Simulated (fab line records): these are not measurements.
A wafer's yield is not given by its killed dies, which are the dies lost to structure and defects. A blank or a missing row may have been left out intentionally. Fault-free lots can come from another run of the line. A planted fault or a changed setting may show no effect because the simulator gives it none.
Which tool is to blame?    flow sky130    18 wafers sampled from 6 lots at 1 step of a route of 708

== WHAT EACH GAUGE READ, for each wafer ==
SKY_VT_ADJUST_NCORE_OVL_MEAS_08.
lot   measured      on          VT_ADJUST_NCORE_OVL (nm)
L589  day 9 01:42   overlay-02  -0.5 -1.8 -0.5
L591  day 9 17:27   overlay-02  -0.2 -1.2 -0.4
L593  day 10 12:46  overlay-02  -1.2 0.7 -2.3
L598  day 11 22:27  overlay-02  -1.5 -0.2 -0.7
L600  day 12 17:57  overlay-01  -1.7 1.2 -1.4
L606  day 14 07:16  overlay-01  -1.3 0.9 -1.4

== EACH LOT AND THE TOOL THAT RAN IT (in order: tool; ch and the chambers of the sampled wafers; start) ==
Record: no process step prior to these readings.

== THE ANSWER, worked out from the rows above alone ==
Rule: what is usual is taken from the lots themselves. The widest of any qualifying gaps counts: lots, ordered by their means at a reading, are off when they make up no more than a third of the lots, leave a main group of 4 or more, and stand apart from it by 3 or more times the standard deviation of that group's means. A main group is skipped when, at the precision printed for the reading in the tables above, its means are all equal. Also off: a lot with no number at a reading for which 4 or more lots have one. All remaining lots with rows at the step are treated as sound.
None of the lots is off at any reading shown; this tells nothing.

== WHAT THE SIMULATOR HAD PUT IN ==
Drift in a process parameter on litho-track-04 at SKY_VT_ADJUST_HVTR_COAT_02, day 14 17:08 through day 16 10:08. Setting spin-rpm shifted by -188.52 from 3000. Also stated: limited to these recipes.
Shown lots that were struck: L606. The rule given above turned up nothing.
